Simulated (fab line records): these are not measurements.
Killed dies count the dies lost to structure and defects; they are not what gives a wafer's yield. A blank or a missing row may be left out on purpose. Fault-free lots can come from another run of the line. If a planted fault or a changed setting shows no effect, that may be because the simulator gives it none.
fab line records    flow gf180mcu    part 2 of 2: steps 33 to 40 of 40
[record] lots = 5  wafers = 15  last-day = 33
route steps=602 shown MVSD@136 NWELL@137 LVPWELL@138 MVPSD@139 VT_IMPLANT@140 DUAL_GATE@141 POLY_GATE@157
lots untouched by any fault: they come from a run of this same line in which no faults occurred
start-h: the number of hours between the record's first day and the start of the first shown wafer of the lot    wait-h: time in hours since the lot's previous step    " as in the row above    L1.1+2: a row that stands for several wafers    - value missing, or start not given    * or withheld: withheld    < > ~ a bound
route shown NAME@n: a module of which the file shows steps, and the number in the route of the first    usual: mean/standard deviation of fault-free wafers    same: alike in all rows    chamber/n: place in a boat    sites: readings site by site    _std_site: the values' standard deviation    _edge_site: inner sites' mean taken away from outer sites' mean    radius-mm: how far each site lies from the wafer's centre    mask NAME#n: copy n    behind: the tool/chamber that last shaped the wafer    hold: reason for holding the lot/hours on hold/outcome of the hold    device: names the non-switching transistor (n, p or np)    end of line: tests run on the same wafers once the route is complete    a step with no rows: only its recipe    killed: dies that structure and defects cost at the first sort, which is not the same as the wafer's yield    map: a wafer's dies, marking killed ones x, the rest . and places with no die _
set.NAME: setting as actually run; set.NAME@STEP: the setting as run at that earlier step    model.NAME: the simulator's own value behind a step, which no gauge read
lots at selected steps of the route; one table per step, one row per wafer
services: the hour from which a tool's chamber was out of use, counted from the record's first day as start-h (under 0 if before that day), plus the number of hours and why
[[steps]]
[step GF_POLY_GATE_OVL_MEAS_11]
[usual] POLY_GATE_OVL = 0/4.8
lot.wafer  tool        chamber  start-h  wait-h  POLY_GATE_OVL[nm]
L078.2     overlay-02  -        224.99   0.1     -11
L078.4     "           -        "        "       -5
L078.6     "           -        "        "       -9
L081.1     overlay-01  -        242.76   0.1     -1
L081.4     "           -        "        "       0
L081.5     "           -        "        "       -1
L084.1     overlay-02  -        267.41   0.1     -3
L084.5     "           -        "        "       1
L084.6     "           -        "        "       -2
L086.3     overlay-02  -        279.69   0.1     2
L086.4     "           -        "        "       6
L086.6     "           -        "        "       2
L093.1     overlay-01  -        341.32   0.1     -1
L093.2     "           -        "        "       -3
L093.4     "           -        "        "       5
[step GF_POLY_GATE_ETCH_12]
[recipe] chemistry = N2/H2  target-depth-a = withheld  overetch-a = withheld  time-s = withheld  target = BARC  ion-energy-ev = 200  source-w = 500  bias-w = 100  pressure-mtorr = 30  n2-flow-sccm = 100  h2-flow-sccm = 200
[usual] drypump-motor-current-A = 5.6/0.54  oes-product-au = 0.736/0.0049  throttle-valve-pct = 13.214/0.0095
lot.wafer  tool         chamber  start-h  wait-h  drypump-motor-current-A  oes-product-au  throttle-valve-pct
L078.2     rie-diel-01  0        225.02   0.0     5.2                      0.734           13.217
L078.4     "            2        "        "       6.5                      0.732           13.215
L078.6     "            3        "        "       6.4                      0.741           13.193
L081.1     rie-diel-01  1        242.80   0.0     4.8                      0.734           13.218
L081.4     "            0        "        "       5.2                      0.743           13.232
L081.5     "            2        "        "       6.5                      0.733           13.224
L084.1     rie-diel-04  2        267.45   0.0     4.9                      0.742           13.223
L084.5     "            2        "        "       4.9                      0.736           13.219
L084.6     "            1        "        "       5.6                      0.732           13.221
L086.3     rie-diel-04  0        279.71   0.0     5.6                      0.748           13.218
L086.4     "            1        "        "       5.7                      0.728           13.231
L086.6     "            3        "        "       5.3                      0.742           13.219
L093.1     rie-diel-03  1        341.36   0.0     6.0                      0.739           13.224
L093.2     "            3        "        "       5.9                      0.733           13.214
L093.4     "            0        "        "       6.0                      0.735           13.220
[step GF_POLY_GATE_ETCH_13]
[recipe] target = poly-Si  target-depth-nm = 198.5  stop-on = SiO2  over-etch-frac = 0.403  chemistry = HBr/Cl2  icp-w = 400  bias-w = 100  pressure-mtorr = 10  HBr_flow_sccm = 150  Cl2_flow_sccm = 50  time-s = 69.6
[usual] drypump-motor-current-A = 6.0/0.41  oes-product-au = 0.987/0.0072  throttle-valve-pct = 33.682/0.0089
[same] over-etch-frac = 0.403
lot.wafer  tool       chamber  start-h  wait-h  drypump-motor-current-A  oes-product-au  rf-hours-counter-h  throttle-valve-pct
L078.2     rie-si-01  2        225.07   -       5.9                      0.992           30                  33.677
L078.4     "          1        "        "       5.9                      0.998           0                   33.680
L078.6     "          0        "        "       5.8                      0.993           -                   33.685
L081.1     rie-si-02  2        242.85   -       6.5                      0.981           85                  33.654
L081.4     "          2        "        "       6.5                      0.971           -                   33.672
L081.5     "          3        "        "       6.7                      0.983           -                   33.698
L084.1     rie-si-01  3        267.50   -       5.8                      0.979           5                   33.685
L084.5     "          0        "        "       5.8                      0.994           -                   33.676
L084.6     "          1        "        "       5.9                      1.000           -                   33.676
L086.3     rie-si-02  1        279.76   -       5.6                      0.977           4                   33.686
L086.4     "          0        "        "       5.3                      0.981           87                  33.689
L086.6     "          1        "        "       5.7                      0.995           -                   33.683
L093.1     rie-si-01  3        341.41   -       5.8                      0.982           6                   33.694
L093.2     "          2        "        "       5.9                      0.983           31                  33.690
L093.4     "          1        "        "       5.9                      0.993           2                   33.692
[step GF_POLY_GATE_STRIP_14]
[recipe] chemistry = O2/N2  power-w = 1400  pressure-mtorr = 1500  platen-temp-c = 250  o2-flow-sccm = 3000  n2-flow-sccm = 300  overash-fraction = 0.5
[usual] drypump-motor-current-A = 5.9/0.46  heater-power-w = 334/22  oes-product-au = 0.506/0.0045
lot.wafer  tool             chamber  start-h  wait-h  drypump-motor-current-A  heater-power-w  oes-product-au  rf-hours-counter-h
L078.2     plasma-asher-03  1        225.12   0.0     5.6                      359             0.505           55
L078.4     "                1        "        "       5.6                      359             0.511           -
L078.6     "                0        "        "       6.3                      348             0.509           -
L081.1     plasma-asher-01  0        242.91   0.0     6.4                      307             0.504           61
L081.4     "                1        "        "       6.1                      336             0.499           -
L081.5     "                1        "        "       6.1                      336             0.517           -
L084.1     plasma-asher-03  1        267.56   0.0     5.7                      354             0.510           59
L084.5     "                1        "        "       5.7                      365             0.505           -
L084.6     "                0        "        "       6.4                      347             0.506           -
L086.3     plasma-asher-01  1        279.85   0.1     6.1                      329             0.510           -
L086.4     "                0        "        "       6.4                      299             0.508           -
L086.6     "                1        "        "       6.1                      325             0.500           -
L093.1     plasma-asher-01  0        341.47   0.0     6.4                      301             0.503           72
L093.2     "                1        "        "       6.1                      341             0.504           72
L093.4     "                0        "        "       6.4                      297             0.501           -
[step GF_POLY_GATE_CLEAN_15]
[recipe] chemistry = SC1/SC2  mix = 1:4:20  temp-c = 70  time-s = 150  dry = n2-spin
[usual] bath-heat-duty-pct = 13.2/1.7
lot.wafer  tool          chamber  start-h  wait-h  bath-heat-duty-pct
L078.2     wet-bench-02  0        225.22   0.1     13.9
L078.4     "             0        "        "       13.5
L078.6     "             0        "        "       14.0
L081.1     wet-bench-01  0        243.01   0.1     12.0
L081.4     "             0        "        "       14.6
L081.5     "             0        "        "       12.6
L084.1     wet-bench-02  0        267.66   0.1     15.0
L084.5     "             0        "        "       14.1
L084.6     "             0        "        "       14.2
L086.3     wet-bench-04  2        279.92   0.0     10.7
L086.4     "             2        "        "       10.2
L086.6     "             2        "        "       9.7
L093.1     wet-bench-04  0        341.57   0.1     12.6
L093.2     "             0        "        "       12.0
L093.4     "             0        "        "       12.5
[step GF_POLY_GATE_OXIDATION_16]
[recipe] temp-c = 850  ambient = O2  stabilise-s = 600  purge-s = 300  target-thk-a = 40  ox-time-s = 899
[usual] tube-center-temp-C = 850/0.073
lot.wafer  tool        chamber  start-h  wait-h  tube-center-temp-C
L078.2     furnace-02  0        227.35   2.1     849.96
L078.4     "           0        "        "       849.95
L078.6     "           0        "        "       850.04
L081.1     furnace-02  0        243.06   0.0     849.98
L081.4     "           0        "        "       850.02
L081.5     "           0        "        "       849.97
L084.1     furnace-01  0        267.71   0.0     850.02
L084.5     "           0        "        "       850.02
L084.6     "           0        "        "       849.96
L086.3     furnace-01  0        279.97   0.0     849.87
L086.4     "           0        "        "       849.98
L086.6     "           0        "        "       850.06
L093.1     furnace-02  0        342.64   1.0     850.16
L093.2     "           0        "        "       850.05
L093.4     "           0        "        "       850.03
[step GF_POLY_GATE_THK_MEAS_17]
[recipe] reads = SiO2_of_POLY_GATE_OXIDATION_16
[usual] POLY_GATE_OXIDATION_THK = 3.99/0.087
lot.wafer  tool           chamber  start-h  wait-h  POLY_GATE_OXIDATION_THK[nm]
L078.2     film-metro-03  -        228.61   0.0     4.10
L078.4     "              -        "        "       4.07
L078.6     "              -        "        "       4.09
L081.1     film-metro-01  -        244.31   0.0     4.09
L081.4     "              -        "        "       4.06
L081.5     "              -        "        "       3.99
L084.1     film-metro-01  -        268.96   0.0     3.83
L084.5     "              -        "        "       3.99
L084.6     "              -        "        "       4.02
L086.3     film-metro-03  -        281.24   0.0     3.87
L086.4     "              -        "        "       3.97
L086.6     "              -        "        "       3.90
L093.1     film-metro-03  -        343.89   0.0     4.15
L093.2     "              -        "        "       4.03
L093.4     "              -        "        "       4.08
[step GF_POLY_GATE_CD_MEAS_18]
[usual] cd-nm = 280.0/1.3
lot.wafer  tool       chamber  start-h  wait-h  cd-nm
L078.2     cd-sem-01  -        228.68   0.1     279.3
L078.4     "          -        "        "       279.0
L078.6     "          -        "        "       278.1
L081.1     cd-sem-02  -        244.37   0.1     280.6
L081.4     "          -        "        "       281.3
L081.5     "          -        "        "       280.8
L084.1     cd-sem-01  -        269.02   0.1     281.7
L084.5     "          -        "        "       282.9
L084.6     "          -        "        "       279.2
L086.3     cd-sem-01  -        281.34   0.1     280.3
L086.4     "          -        "        "       280.9
L086.6     "          -        "        "       279.2
L093.1     cd-sem-01  -        343.95   0.1     278.7
L093.2     "          -        "        "       279.2
L093.4     "          -        "        "       279.6
[[services]]
tool             chamber  start-h  hours  kind
rie-si-01        2        160.57   3.6    repair
krf-scanner-02   -        163.89   3.0    pm
wet-bench-01     -        167.77   41.2   pm
lpcvd-01         -        170.37   2.7    repair
rie-si-02        0        170.58   1.5    repair
krf-scanner-02   -        173.28   0.8    pm
furnace-02       -        176.51   2.9    pm
rie-diel-01      3        177.43   8.2    repair
furnace-01       -        180.15   3.6    pm
rie-diel-01      2        184.50   5.7    repair
furnace-02       -        205.58   2.7    pm
furnace-01       -        226.50   3.7    pm
plasma-asher-03  -        228.10   5.1    pm
krf-scanner-02   -        261.24   1.0    pm
furnace-01       -        272.17   1.0    repair
krf-scanner-02   -        274.54   0.2    repair
krf-scanner-02   -        277.88   1.3    pm
rie-si-01        -        280.24   2.8    pm
krf-scanner-02   -        280.95   2.6    repair
lpcvd-01         -        284.53   0.7    repair
plasma-asher-01  -        288.54   0.9    repair
krf-scanner-02   -        298.65   2.4    repair
furnace-01       -        304.67   3.2    repair
krf-scanner-02   -        342.08   0.8    pm
